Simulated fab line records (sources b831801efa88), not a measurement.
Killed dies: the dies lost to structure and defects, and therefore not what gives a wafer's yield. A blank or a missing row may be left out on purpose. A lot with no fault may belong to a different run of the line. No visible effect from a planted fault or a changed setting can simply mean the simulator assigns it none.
One fault through the eyes of 2 desks	flow sky130	each desk holds nothing but its own numbers, with what lay behind them at the end

## AT THE TOOL OWNER'S DESK: rieDiel-02
The tool's own readings at SKY_VIA1_ETCH_15 (etches SiO2 in C4F8/O2/Ar, stops on TiN, target depth 351 nm, time 54 s): means of the sampled wafers that have a number, for each lot that ran on this tool. If a lot's mean is further than 4 standard deviations from the usual mean, the lot is out of limits and carries the mark OUT (the distance appears in the brackets).
Columns: A = oesProductAu at SKY_VIA1_ETCH_15, usual 0.982 a.u.
lot	first seen here	A
L351	day 34 10:41	0.985
L352	day 34 21:05	0.975
L353	day 35 05:20	0.979
L355	day 35 20:48	0.983
L359	day 37 01:05	0.985
L362	day 38 02:59	0.979
L369	day 39 23:42	0.895 (-14) OUT
Finding of this desk: L369 out of limits; the first was L369 at day 39 23:42, on oesProductAu at SKY_VIA1_ETCH_15. L351, L352, L353, L355, L359, L362: within limits.

## METROLOGY DESK
What the gauges read for every lot (on any tool): the sampled wafers with a number, averaged. If a lot's mean is further than 4 standard deviations from the usual mean, the lot is out of limits and carries the mark OUT (the distance appears in the brackets).
Columns: A = LDD_N_OVL at SKY_LDD_N_OVL_MEAS_07, usual -0.4 nm; B = LDD_N_TW at SKY_LDD_N_TW_MEAS_17, usual 2591; C = CONTACT_W_THK at SKY_CONTACT_THK_MEAS_26, usual 339 nm
lot	first seen here	A	B	C
L349	day 17 17:22	1.0	2543	338
L350	day 18 00:44	-0.3	2568	355
L351	day 18 05:44	-1.1	2576	336
L352	day 18 20:00	-3.3	2570	346
L353	day 19 03:57	-1.3	2627	342
L354	day 19 14:42	-0.6	2628	344
L355	day 19 23:22	-0.6	2562	337
L356	day 20 08:37	-1.1	2616	335
L358	day 21 00:12	-3.4	2614	333
L359	day 21 08:42	0.3	2611	338
L362	day 22 13:51	-1.6	2607	344
L369	day 24 20:52	1.8	2593	340
L371	day 25 13:43	-0.4	2558	342
Finding of this desk: none of the 13 lots has anything out of limits.

## PUT TOGETHER
An alarm could have come from the tool owner's desk at day 39 23:42, on L369.
At the metrology desk, nothing out of limits was observed.
The metrology desk has L369 on record, within its limits.
All the named lots went through SKY_VIA1_ETCH_15 on rieDiel-02.

## WHAT THE SIMULATOR HAD PUT IN
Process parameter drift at SKY_VIA1_ETCH_15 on rieDiel-02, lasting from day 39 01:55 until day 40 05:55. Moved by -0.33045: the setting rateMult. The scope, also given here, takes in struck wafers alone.
Lots struck among those shown: L369.
How many hours passed from the start of the fault until each desk's first out-of-limits reading: the tool owner's desk, 22.
